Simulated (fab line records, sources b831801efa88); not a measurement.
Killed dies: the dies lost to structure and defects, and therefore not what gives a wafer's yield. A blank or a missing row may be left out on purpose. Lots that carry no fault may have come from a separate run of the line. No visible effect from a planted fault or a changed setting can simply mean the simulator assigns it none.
fab line records + flow sky130
record:
- lots: 12
- wafers: 36
- last_day: 49
route steps=708 shown FIELD_ISO@1 DNWELL@43 NWELL@79 SONOS_ONO@170
lots that met no fault: from a run of the same line without faults
start_h: the number of hours between the record's first day and the start of the first shown wafer of the lot + wait_h: how many hours have passed since the lot's step before this one + " as in the row above + L1.1+2: one row covering several wafers at once + - either no value or no given start + * or withheld: withheld + < > ~ a bound
route shown NAME@n: NAME is a module with steps in the file, n the number in the route of the first one + usual: the fault-free wafers' mean and standard deviation + same: alike in all rows + chamber/n: place in a boat + sites: per-site readings + _std_site: how widely they spread, as a standard deviation + _edge_site: mean of outer sites minus mean of inner sites + radius_mm: how far each site lies from the wafer's centre + mask NAME#n: copy n + behind: tool/chamber where the wafer was last shaped + hold: reason for holding the lot/hours on hold/outcome of the hold + device: whichever transistor did not switch (one of n, p or np) + end of line: at the end of the route, the tests of the same wafers + where a step has no rows: the recipe by itself + killed: the dies lost at the first sort to structure and to defects; this is not the yield of the wafer + map: a wafer's dies, x killed, . not, _ none there
set.NAME: the run value of the setting; set.NAME@STEP: its run value at that earlier step + model.NAME: the simulator's own value behind a step, which no gauge read
steps of the route over a sample of lots; a table a step, a row a wafer
services: when a tool's chamber went out of use (start_h, in hours from the record's first day, below 0 if earlier), for how many hours, and the reason
== steps ==
step: SKY_FIELD_ISO_BOW_MEAS_00
recipe:
- mode: bow
usual:
- INCOMING_BOW: 1/6
| lot.wafer | tool          | chamber | start_h | wait_h | INCOMING_BOW[um] |
|-----------|---------------|---------|---------|--------|------------------|
| L901.1    | film_metro-03 | -       | 10.00   | -      | 6                |
| L901.2    | "             | -       | "       | "      | 0                |
| L901.5    | "             | -       | "       | "      | 4                |
| L903.1    | film_metro-01 | -       | 20.00   | -      | -2               |
| L903.5    | "             | -       | "       | "      | 5                |
| L903.6    | "             | -       | "       | "      | -2               |
| L904.1    | film_metro-03 | -       | 25.00   | -      | 8                |
| L904.2    | "             | -       | "       | "      | 0                |
| L904.5    | "             | -       | "       | "      | -8               |
| L905.4    | film_metro-01 | -       | 30.06   | -      | -3               |
| L905.5    | "             | -       | "       | "      | 8                |
| L905.6    | "             | -       | "       | "      | -2               |
| L906.1    | film_metro-03 | -       | 35.00   | -      | -5               |
| L906.2    | "             | -       | "       | "      | 7                |
| L906.6    | "             | -       | "       | "      | 9                |
| L910.1    | film_metro-03 | -       | 55.00   | -      | 3                |
| L910.5    | "             | -       | "       | "      | 7                |
| L910.6    | "             | -       | "       | "      | 8                |
| L913.1    | film_metro-03 | -       | 70.00   | -      | 1                |
| L913.3    | "             | -       | "       | "      | 7                |
| L913.5    | "             | -       | "       | "      | 10               |
| L914.1    | film_metro-03 | -       | 75.00   | -      | 4                |
| L914.3    | "             | -       | "       | "      | -9               |
| L914.5    | "             | -       | "       | "      | -2               |
| L915.1    | film_metro-03 | -       | 80.00   | -      | 8                |
| L915.2    | "             | -       | "       | "      | -2               |
| L915.5    | "             | -       | "       | "      | -7               |
| L916.1    | film_metro-03 | -       | 85.00   | -      | 2                |
| L916.5    | "             | -       | "       | "      | 1                |
| L916.6    | "             | -       | "       | "      | -10              |
| L917.1    | film_metro-03 | -       | 90.00   | -      | 4                |
| L917.2    | "             | -       | "       | "      | -6               |
| L917.4    | "             | -       | "       | "      | 6                |
| L918.2    | film_metro-01 | -       | 95.02   | -      | -9               |
| L918.4    | "             | -       | "       | "      | 5                |
| L918.6    | "             | -       | "       | "      | 0                |
step: SKY_DNWELL_STRIP_08
recipe:
- chemistry: O2/N2
- power_w: 1400
- pressure_mtorr: 1500
- platen_temp_c: withheld
- o2_flow_sccm: 3000
- n2_flow_sccm: 300
- overash_fraction: 0.5
usual:
- drypump_motor_current_A: 5.6/0.5
- o2_flow_sccm: 2999/8.1
- oes_product_au: 0.722/0.0045
- strip_time_to_endpoint_s: 36.95/0.11
same:
- overash_fraction: 0.5
| lot.wafer | tool            | chamber | start_h | wait_h | drypump_motor_current_A | o2_flow_sccm | oes_product_au | rf_hours_counter_h | strip_time_to_endpoint_s |
|-----------|-----------------|---------|---------|--------|-------------------------|--------------|----------------|--------------------|--------------------------|
| L901.1    | plasma_asher-03 | 1       | 54.79   | 0.1    | 6.1                     | 3005         | 0.732          | 25                 | 36.82                    |
| L901.2    | "               | 0       | "       | "      | 4.9                     | 2994         | 0.720          | 25                 | 36.88                    |
| L901.5    | "               | 1       | "       | "      | 6.1                     | 3002         | 0.731          | -                  | 36.86                    |
| L903.1    | plasma_asher-03 | 1       | 64.14   | 0.1    | 6.1                     | 3003         | 0.726          | 26                 | 36.88                    |
| L903.5    | "               | 1       | "       | "      | 6.1                     | 3000         | 0.717          | -                  | 36.96                    |
| L903.6    | "               | 0       | "       | "      | 4.8                     | 3011         | 0.722          | -                  | 36.79                    |
| L904.1    | plasma_asher-03 | 0       | 65.19   | 0.1    | 4.8                     | 2989         | 0.722          | 26                 | 36.90                    |
| L904.2    | "               | 1       | "       | "      | 6.1                     | 3007         | 0.720          | 26                 | 37.05                    |
| L904.5    | "               | 1       | "       | "      | 6.1                     | 3009         | 0.729          | -                  | 36.93                    |
| L905.4    | plasma_asher-03 | 0       | 73.48   | 0.1    | 4.9                     | 2988         | 0.732          | -                  | 36.83                    |
| L905.5    | "               | 0       | "       | "      | 4.8                     | 2996         | 0.716          | -                  | 36.90                    |
| L905.6    | "               | 1       | "       | "      | 6.1                     | 3000         | 0.726          | -                  | 36.90                    |
| L906.1    | plasma_asher-03 | 1       | 81.56   | 0.1    | 6.1                     | 2996         | 0.723          | 28                 | 36.96                    |
| L906.2    | "               | 0       | "       | "      | 4.9                     | 3000         | 0.717          | 28                 | 36.89                    |
| L906.6    | "               | 1       | "       | "      | 6.1                     | 3002         | 0.720          | -                  | 36.96                    |
| L910.1    | plasma_asher-01 | 0       | 106.29  | 0.1    | 5.4                     | 3007         | 0.728          | 41                 | 37.15                    |
| L910.5    | "               | 0       | "       | "      | 5.4                     | 2995         | 0.724          | -                  | 37.10                    |
| L910.6    | "               | 1       | "       | "      | 5.9                     | 2989         | 0.727          | -                  | 37.12                    |
| L913.1    | plasma_asher-04 | 1       | 120.99  | 0.1    | 5.0                     | 3003         | 0.723          | 0                  | 36.80                    |
| L913.3    | "               | 1       | "       | "      | 5.0                     | 2985         | 0.722          | -                  | 36.86                    |
| L913.5    | "               | 1       | "       | "      | 5.0                     | 2986         | 0.722          | -                  | 36.86                    |
| L914.1    | plasma_asher-01 | 0       | 128.54  | 0.1    | 5.3                     | 3003         | 0.719          | 44                 | 37.02                    |
| L914.3    | "               | 0       | "       | "      | 5.3                     | 3005         | 0.723          | -                  | 36.95                    |
| L914.5    | "               | 0       | "       | "      | 5.3                     | 3004         | 0.729          | -                  | 36.88                    |
| L915.1    | plasma_asher-01 | 1       | 130.14  | 0.1    | 5.9                     | 3005         | 0.725          | 44                 | 37.01                    |
| L915.2    | "               | 0       | "       | "      | 5.3                     | 2999         | 0.717          | 44                 | 37.01                    |
| L915.5    | "               | 0       | "       | "      | 5.3                     | 2996         | 0.710          | -                  | 36.90                    |
| L916.1    | plasma_asher-01 | 1       | 135.66  | 0.1    | 6.0                     | 2995         | 0.721          | 44                 | 36.92                    |
| L916.5    | "               | 1       | "       | "      | 5.9                     | 3007         | 0.724          | -                  | 36.93                    |
| L916.6    | "               | 0       | "       | "      | 5.3                     | 3011         | 0.721          | -                  | 36.89                    |
| L917.1    | plasma_asher-01 | 1       | 140.84  | 0.1    | 5.9                     | 2996         | 0.720          | 45                 | 36.97                    |
| L917.2    | "               | 0       | "       | "      | 5.3                     | 2987         | 0.726          | 45                 | 36.93                    |
| L917.4    | "               | 1       | "       | "      | 5.9                     | 3001         | 0.730          | -                  | 36.98                    |
| L918.2    | plasma_asher-01 | 1       | 145.94  | 0.1    | 5.9                     | 2987         | 0.713          | 45                 | 37.06                    |
| L918.4    | "               | 1       | "       | "      | 5.9                     | 2986         | 0.727          | -                  | 37.04                    |
| L918.6    | "               | 1       | "       | "      | 5.9                     | 2979         | 0.722          | -                  | 36.94                    |
step: SKY_NWELL_TW_MEAS_26
usual:
- NWELL_2_TW: 492.6/2.5
| lot.wafer | tool          | chamber | start_h | wait_h | NWELL_2_TW |
|-----------|---------------|---------|---------|--------|------------|
| L901.1    | film_metro-04 | -       | 104.11  | 0.1    | 494.4      |
| L901.2    | "             | -       | "       | "      | 494.7      |
| L901.5    | "             | -       | "       | "      | 494.7      |
| L903.1    | film_metro-02 | -       | 115.53  | 0.1    | 495.2      |
| L903.5    | "             | -       | "       | "      | 494.3      |
| L903.6    | "             | -       | "       | "      | 496.9      |
| L904.1    | film_metro-02 | -       | 117.53  | 0.1    | 492.1      |
| L904.2    | "             | -       | "       | "      | 493.9      |
| L904.5    | "             | -       | "       | "      | 492.9      |
| L905.4    | film_metro-02 | -       | 126.93  | 0.1    | 492.2      |
| L905.5    | "             | -       | "       | "      | 491.6      |
| L905.6    | "             | -       | "       | "      | 491.2      |
| L906.1    | film_metro-02 | -       | 135.45  | 0.1    | 491.9      |
| L906.2    | "             | -       | "       | "      | 493.5      |
| L906.6    | "             | -       | "       | "      | 490.1      |
| L910.1    | film_metro-03 | -       | 163.80  | 0.1    | 496.5      |
| L910.5    | "             | -       | "       | "      | 493.4      |
| L910.6    | "             | -       | "       | "      | 493.5      |
| L913.1    | film_metro-03 | -       | 181.51  | 0.1    | 490.2      |
| L913.3    | "             | -       | "       | "      | 487.8      |
| L913.5    | "             | -       | "       | "      | 489.7      |
| L914.1    | film_metro-02 | -       | 188.71  | 0.1    | 493.9      |
| L914.3    | "             | -       | "       | "      | 494.4      |
| L914.5    | "             | -       | "       | "      | 492.1      |
| L915.1    | film_metro-03 | -       | 190.88  | 0.1    | 492.6      |
| L915.2    | "             | -       | "       | "      | 490.1      |
| L915.5    | "             | -       | "       | "      | 488.8      |
| L916.1    | film_metro-02 | -       | 196.86  | 0.1    | 493.4      |
| L916.5    | "             | -       | "       | "      | 492.1      |
| L916.6    | "             | -       | "       | "      | 492.5      |
| L917.1    | film_metro-02 | -       | 202.91  | 0.1    | 490.3      |
| L917.2    | "             | -       | "       | "      | 488.2      |
| L917.4    | "             | -       | "       | "      | 489.2      |
| L918.2    | film_metro-02 | -       | 209.31  | 0.1    | 490.5      |
| L918.4    | "             | -       | "       | "      | 489.5      |
| L918.6    | "             | -       | "       | "      | 488.4      |
step: SKY_SONOS_ONO_CVD_02
recipe:
- material: Si3N4
- precursor: DCS/NH3
- target_thk_nm: 10.5
- temp_c: 770
- time_s: 180
- pressure_mtorr: 250
usual:
- spike_tc_centre_C: 770.5/1.2
- spike_tc_lower_C: 770.0/0.94
- zone_power_bottom_pct: 21.2/0.39
- zone_power_centre_pct: 13.1/1.3
- zone_power_lower_pct: 12.73/0.2
- zone_power_upper_pct: 14.15/0.22
same:
- time_s: 180
| lot.wafer | tool     | chamber | start_h | wait_h | spike_tc_centre_C | spike_tc_lower_C | zone_power_bottom_pct | zone_power_centre_pct | zone_power_lower_pct | zone_power_upper_pct |
|-----------|----------|---------|---------|--------|-------------------|------------------|-----------------------|-----------------------|----------------------|----------------------|
| L901.1    | lpcvd-02 | 0       | 251.90  | 0.8    | 770.3             | 768.9            | 20.7                  | 15.3                  | 12.87                | 13.85                |
| L901.2    | "        | 0       | "       | "      | 770.4             | 771.4            | 20.6                  | 15.0                  | 12.85                | 13.89                |
| L901.5    | "        | 0       | "       | "      | 770.1             | 770.4            | 20.9                  | 15.1                  | 12.99                | 13.96                |
| L903.1    | lpcvd-02 | 0       | 266.21  | 1.1    | 769.9             | 771.2            | 21.1                  | 15.0                  | 13.24                | 14.07                |
| L903.5    | "        | 0       | "       | "      | 769.5             | 770.0            | 20.9                  | 14.9                  | 12.77                | 14.17                |
| L903.6    | "        | 0       | "       | "      | 770.5             | 771.5            | 20.6                  | 15.1                  | 12.93                | 13.75                |
| L904.1    | lpcvd-02 | 1       | 270.40  | 1.6    | 771.0             | 769.0            | 21.4                  | 12.1                  | 12.42                | 14.35                |
| L904.2    | "        | 1       | "       | "      | 771.6             | 771.2            | 21.3                  | 12.2                  | 12.63                | 14.31                |
| L904.5    | "        | 1       | "       | "      | 770.4             | 769.9            | 21.7                  | 12.3                  | 12.62                | 14.20                |
| L905.4    | lpcvd-02 | 0       | 284.65  | 1.0    | 769.1             | 770.1            | 20.9                  | 15.0                  | 12.92                | 13.66                |
| L905.5    | "        | 0       | "       | "      | 769.1             | 771.1            | 20.6                  | 15.1                  | 13.06                | 13.87                |
| L905.6    | "        | 0       | "       | "      | 771.8             | 771.1            | 20.4                  | 15.0                  | 12.89                | 14.10                |
| L906.1    | lpcvd-02 | 1       | 293.53  | 0.2    | 772.2             | 769.1            | 21.4                  | 12.2                  | 12.64                | 14.28                |
| L906.2    | "        | 1       | "       | "      | 770.7             | 769.0            | 21.4                  | 12.2                  | 12.70                | 14.21                |
| L906.6    | "        | 1       | "       | "      | 770.8             | 771.0            | 21.5                  | 12.2                  | 12.58                | 14.23                |
| L910.1    | lpcvd-02 | 1       | 331.96  | 0.8    | 772.1             | 770.1            | 21.1                  | 12.5                  | 12.71                | 14.20                |
| L910.5    | "        | 1       | "       | "      | 770.1             | 769.8            | 21.2                  | 12.2                  | 12.59                | 14.25                |
| L910.6    | "        | 1       | "       | "      | 773.0             | 770.7            | 21.6                  | 12.5                  | 12.64                | 14.34                |
| L913.1    | lpcvd-02 | 1       | 356.04  | 1.7    | 770.3             | 768.9            | 20.7                  | 12.0                  | 12.63                | 14.36                |
| L913.3    | "        | 1       | "       | "      | 771.9             | 769.8            | 21.5                  | 12.1                  | 12.66                | 14.56                |
| L913.5    | "        | 1       | "       | "      | 769.8             | 770.8            | 21.8                  | 12.2                  | 12.62                | 14.21                |
| L914.1    | lpcvd-02 | 1       | 365.43  | 1.1    | 771.7             | 768.5            | 21.2                  | 12.3                  | 12.64                | 14.12                |
| L914.3    | "        | 1       | "       | "      | 772.9             | 770.1            | 21.1                  | 12.3                  | 12.64                | 14.37                |
| L914.5    | "        | 1       | "       | "      | 770.1             | 770.4            | 21.3                  | 12.2                  | 12.57                | 14.02                |
| L915.1    | lpcvd-02 | 1       | 366.48  | 0.7    | 770.5             | 768.6            | 21.4                  | 12.3                  | 12.66                | 14.28                |
| L915.2    | "        | 1       | "       | "      | 769.8             | 771.6            | 21.1                  | 12.4                  | 12.60                | 13.99                |
| L915.5    | "        | 1       | "       | "      | 771.1             | 771.1            | 21.3                  | 12.1                  | 12.47                | 14.41                |
| L916.1    | lpcvd-02 | 0       | 374.00  | 1.1    | 789.4             | 768.9            | 20.8                  | 21.1                  | 10.28                | 11.19                |
| L916.5    | "        | 0       | "       | "      | 790.1             | 768.6            | 21.2                  | 20.7                  | 10.25                | 10.98                |
| L916.6    | "        | 0       | "       | "      | 789.1             | 768.1            | 20.7                  | 21.3                  | 10.41                | 11.06                |
| L917.1    | lpcvd-02 | 1       | 385.50  | 0.5    | 788.8             | 766.5            | 21.5                  | 17.2                  | 9.88                 | 11.18                |
| L917.2    | "        | 1       | "       | "      | 791.2             | 767.1            | 21.4                  | 16.9                  | 10.11                | 11.35                |
| L917.4    | "        | 1       | "       | "      | 791.4             | 766.6            | 22.0                  | 16.8                  | 9.91                 | 11.33                |
| L918.2    | lpcvd-02 | 1       | 391.45  | 0.7    | 792.0             | 767.5            | 21.5                  | 17.2                  | 9.87                 | 11.18                |
| L918.4    | "        | 1       | "       | "      | 791.5             | 766.8            | 21.4                  | 17.0                  | 10.08                | 11.15                |
| L918.6    | "        | 1       | "       | "      | 792.2             | 767.6            | 22.1                  | 16.7                  | 10.10                | 11.20                |
step: SKY_SONOS_ONO_THK_MEAS_03
recipe:
- reads: Si3N4_of_SONOS_ONO_CVD_02
usual:
- SONOS_ONO_CVD_02_THK: 10.55/0.13
| lot.wafer | tool          | chamber | start_h | wait_h | SONOS_ONO_CVD_02_THK[nm] |
|-----------|---------------|---------|---------|--------|--------------------------|
| L901.1    | film_metro-03 | -       | 252.95  | 0.0    | 10.41                    |
| L901.2    | "             | -       | "       | "      | 10.28                    |
| L901.5    | "             | -       | "       | "      | 10.39                    |
| L903.1    | film_metro-01 | -       | 267.26  | 0.0    | 10.60                    |
| L903.5    | "             | -       | "       | "      | 10.63                    |
| L903.6    | "             | -       | "       | "      | 10.67                    |
| L904.1    | film_metro-01 | -       | 271.45  | 0.0    | 10.54                    |
| L904.2    | "             | -       | "       | "      | 10.54                    |
| L904.5    | "             | -       | "       | "      | 10.56                    |
| L905.4    | film_metro-03 | -       | 285.73  | 0.0    | 10.56                    |
| L905.5    | "             | -       | "       | "      | 10.63                    |
| L905.6    | "             | -       | "       | "      | 10.61                    |
| L906.1    | film_metro-04 | -       | 294.58  | 0.0    | 10.25                    |
| L906.2    | "             | -       | "       | "      | 10.26                    |
| L906.6    | "             | -       | "       | "      | 10.23                    |
| L910.1    | film_metro-01 | -       | 333.01  | 0.0    | 10.54                    |
| L910.5    | "             | -       | "       | "      | 10.58                    |
| L910.6    | "             | -       | "       | "      | 10.59                    |
| L913.1    | film_metro-04 | -       | 357.09  | 0.0    | 10.47                    |
| L913.3    | "             | -       | "       | "      | 10.63                    |
| L913.5    | "             | -       | "       | "      | 10.58                    |
| L914.1    | film_metro-03 | -       | 366.48  | 0.0    | 10.57                    |
| L914.3    | "             | -       | "       | "      | 10.59                    |
| L914.5    | "             | -       | "       | "      | 10.57                    |
| L915.1    | film_metro-03 | -       | 367.53  | 0.0    | 10.34                    |
| L915.2    | "             | -       | "       | "      | 10.41                    |
| L915.5    | "             | -       | "       | "      | 10.50                    |
| L916.1    | film_metro-03 | -       | 375.05  | 0.0    | 10.63                    |
| L916.5    | "             | -       | "       | "      | 11.44                    |
| L916.6    | "             | -       | "       | "      | 11.76                    |
| L917.1    | film_metro-01 | -       | 386.55  | 0.0    | 10.66                    |
| L917.2    | "             | -       | "       | "      | 10.90                    |
| L917.4    | "             | -       | "       | "      | 11.25                    |
| L918.2    | film_metro-03 | -       | 392.51  | 0.0    | 11.04                    |
| L918.4    | "             | -       | "       | "      | 11.24                    |
| L918.6    | "             | -       | "       | "      | 11.94                    |
== services ==
| tool            | chamber | start_h | hours | kind       |
|-----------------|---------|---------|-------|------------|
| lpcvd-02        | -       | 50.49   | 6.0   | pm         |
| plasma_asher-04 | -       | 60.88   | 1.8   | repair     |
| plasma_asher-04 | -       | 75.37   | 2.8   | pm         |
| plasma_asher-01 | -       | 88.70   | 4.3   | pm         |
| plasma_asher-04 | -       | 108.75  | 9.0   | pm         |
| plasma_asher-04 | 0       | 108.75  | 9.0   | vent_cycle |
| plasma_asher-04 | 1       | 108.75  | 9.0   | vent_cycle |
| plasma_asher-04 | 0       | 117.75  | -     | clean      |
| plasma_asher-04 | 1       | 117.75  | -     | clean      |
| plasma_asher-04 | -       | 146.98  | 0.7   | repair     |
| plasma_asher-04 | -       | 240.67  | 2.2   | repair     |
| plasma_asher-01 | -       | 303.03  | 1.1   | repair     |
| plasma_asher-03 | -       | 345.43  | 14.6  | pm         |
== key ==
first_sign:
- step: SKY_SONOS_ONO_CVD_02
- reading: spike_tc_centre_C
- direction: up
- sigmas: 17
- usual: 770.5
- struck: 790.6
effect:
- step: SKY_SONOS_ONO_CVD_02
- reading: zone_power_upper_pct
- direction: down
- sigmas: 13
- usual: 14.15
- struck: 11.18
effect:
- step: SKY_SONOS_ONO_THK_MEAS_03
- reading: SONOS_ONO_CVD_02_THK
- direction: up
- sigmas: 5.1
- usual: 10.55
- struck: 11.21
- wafers_moved: 7
met_at SKY_SONOS_ONO_CVD_02
struck_lots L916,L917,L918
tester_left_out L916,L917,L918
not_acting_at SKY_FIELD_ISO_BOW_MEAS_00,SKY_DNWELL_STRIP_08,SKY_NWELL_TW_MEAS_26
onset_between 366.48 374.00
fault:
- kind: process_parameter_drift
- tool: lpcvd-02
- chamber: -
- onset_h: 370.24
- steps: SKY_SONOS_ONO_CVD_02
- channel: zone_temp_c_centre
- offset: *
- shape: step
- end_h: 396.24
tester_left_out: of these lots the tester's yield and bins aren't shown, on N5 and GAA mostly nor the transistor test; their killed dies are dies lost to structure and defects alone, not to doping, threshold or leakage, so they don't give the yield
